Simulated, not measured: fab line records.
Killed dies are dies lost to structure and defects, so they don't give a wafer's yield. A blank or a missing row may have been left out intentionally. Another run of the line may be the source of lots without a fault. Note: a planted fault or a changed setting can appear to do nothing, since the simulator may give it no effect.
A lot that was struck, set against a sound lot + flow sky130 + 16 out of 708 route steps
Sound: wafers L560.2, L560.5, L560.6. Struck: wafers L576.2, L576.4 (left out: L576.5, a lot-mate that was not struck); the cause follows at the end.
Per side, at each step with rows, come the tool, then ch with its chambers, and then its first start. Under that, the readings that differ: sound wafers + struck wafers + difference of the means + sigmas: that difference in standard deviations of wafers without a fault.
alike: same words and numbers on both sides, and readings whose means sit less than 2 such deviations apart. not compared: any withheld reading, any reading some wafer has no value for, any bound like >300 that may hide the same value, and any number with overlapping values for which the record gives no deviation.
The two part at a step that has a row with sigmas, a row that says differs or no value, or rows on one side only. When numbers do not overlap yet have no deviation, they are printed without sigmas and do not part them. A reading missing from all wafers of one side parts the sides only when that side holds two or more wafers.

first, 3 steps without rows for these wafers: SKY_METAL1_EXPOSE_12 (exposes mask MM1, target cd 140 nm); SKY_METAL1_PEB_13; SKY_METAL1_DEVELOP_14 (develop time 60 s).
SKY_METAL1_CD_MEAS_15 targets a cd of 140 nm.
  sound on cd_sem-01 at day 32 14:10; struck on cd_sem-01 at day 37 21:07
  alike: cd_nm
SKY_METAL1_OVL_MEAS_16:
  sound on overlay-01 at day 32 14:17; struck on overlay-02 at day 37 21:14
  alike: METAL1_OVL
SKY_METAL1_DESCUM_17: chemistry O2, time 8 s.
  sound on rie_metal-03 ch 0,1, day 32 14:19; struck on rie_metal-01 ch 1, day 37 21:16
  alike: drypump_motor_current_A, oes_product_au
  not compared: rf_hours_counter_h
SKY_METAL1_ETCH_18: etches BARC in N2/H2, stops on SiO2, time 45.9 s, target depth 60 nm.
  sound on rie_metal-03 ch 0,1, day 32 14:20; struck on rie_metal-01 ch 1, day 37 21:17
  alike: bias_w, drypump_motor_current_A, oes_product_au, throttle_valve_pct
  not compared: rf_hours_counter_h
SKY_METAL1_METAL_ETCH_19: etches the open film in Cl2/BCl3, stops on SiO2, target depth 360 nm, time 78 s.
  sound on rie_metal-03 ch 0,1, day 32 14:24; struck on rie_metal-01 ch 1, day 37 21:22
  alike: bias_w, drypump_motor_current_A, oes_product_au, throttle_valve_pct
  not compared: rf_hours_counter_h
SKY_METAL1_STRIP_20: strips in O2/N2.
  sound on plasma_asher-03 ch 0,1, day 32 14:29; struck on plasma_asher-02 ch 1, day 37 21:27
| reading                     | sound       | struck  | difference | sigmas |
|-----------------------------|-------------|---------|------------|--------|
| drypump_motor_current_A (A) | 6.2 6.1 5.9 | 4.9 4.9 | -1.2       | -2     |
  alike: oes_product_au, strip_time_to_endpoint_s
  not compared: rf_hours_counter_h
then, 3 steps without rows for these wafers: SKY_METAL1_STRIP_21 (strips in post etch residue remover, time 1200 s); SKY_METAL1_CLEAN_22 (cleans in IPA, time 180 s); SKY_METAL1_CLEAN_23 (cleans in O3/DIW).
SKY_VIA1_HDPCVD_00: deposits SiO2, target thk 1030 nm, time 171.7 s.
  sound on hdpcvd-02 ch 0,1, day 32 15:08; struck on hdpcvd-01 ch 0, day 37 22:03
| reading                                  | sound             | struck      | difference | sigmas      |
|------------------------------------------|-------------------|-------------|------------|-------------|
| sih4_flow_sccm (sccm)                    | 60.02 59.80 60.11 | 30.05 30.22 | -29.84     | -99 or more |
| model.SiO2_of_VIA1_HDPCVD_00.thk_nm (nm) | 1030 1035 1039    | 513.2 513.7 | -521.2     |             |
SKY_VIA1_THK_MEAS_01:
  sound on film_metro-04 at day 32 15:15; struck on film_metro-01 at day 37 22:24
| reading              | sound          | struck  | difference | sigmas |
|----------------------|----------------|---------|------------|--------|
| VIA1_HDPCVD_THK (nm) | 1029 1035 1039 | 513 514 | -521       | -47    |
  not compared: hold
SKY_VIA1_CMP_02: polishes SiO2.
  sound on cmp-02 ch 0,1,3, day 32 15:24; struck on cmp-01 ch 2,3, day 38 00:40
| reading | sound | struck                                            | difference                   | sigmas |
|---------|-------|---------------------------------------------------|------------------------------|--------|
| hold    | - - - | await_dispo/2.2h/release await_dispo/2.2h/release | no value on the sound wafers |        |
  alike: motor_current_A
-- the record jumps here: 12 days lie between the struck wafers' starts before and after (it left off in module VIA1 and takes up again in module PAD_OPEN, whose first step shown is number 708 of the route) --
SKY_PAD_OPEN_PROBE_99:
  sound on prober-02 at day 45 16:40; struck on prober-02 at day 49 12:40
| reading                               | sound                | struck              | difference | sigmas |
|---------------------------------------|----------------------|---------------------|------------|--------|
| model.etest.tester.sort_n_pass        | 409 410 397          | 242 243             | -163       |        |
| model.etest.tester.sort_yield_pct (%) | 83.13 83.33 80.69    | 49.19 49.39         | -33.09     |        |
| model.etest.tester.sort_bin_3_pct (%) | 0.4065 1.016 0.6098  | 29.47 33.54         | +30.83     |        |
| model.etest.met2_comb.leak_log10_a_um | -11.99 -12.07 -12.07 | -7.181 -7.164       | +4.871     |        |
| model.etest.tester.sort_bin_8_pct (%) | 0 0 0                | 4.784e-10 5.216e-10 | +5.000e-10 |        |
| model.etest.tester.sort_bin_4_pct (%) | 0 0 0                | 5.018e-15 5.458e-15 | +5.238e-15 |        |
  alike: defect_limited_yield, killed_at_M0_to_M3, killed_at_M4_up, killed_at_contacts, killed_at_front_end, killed_at_other, killed_dies, killed_open, killed_short

WHERE THEY PART
Last at SKY_VIA1_CMP_02 as far as this record goes, first at SKY_METAL1_STRIP_20. Later steps at which nothing parts them and some readings are alike: SKY_PAD_OPEN_PROBE_99.

WHY: what the simulator had put in
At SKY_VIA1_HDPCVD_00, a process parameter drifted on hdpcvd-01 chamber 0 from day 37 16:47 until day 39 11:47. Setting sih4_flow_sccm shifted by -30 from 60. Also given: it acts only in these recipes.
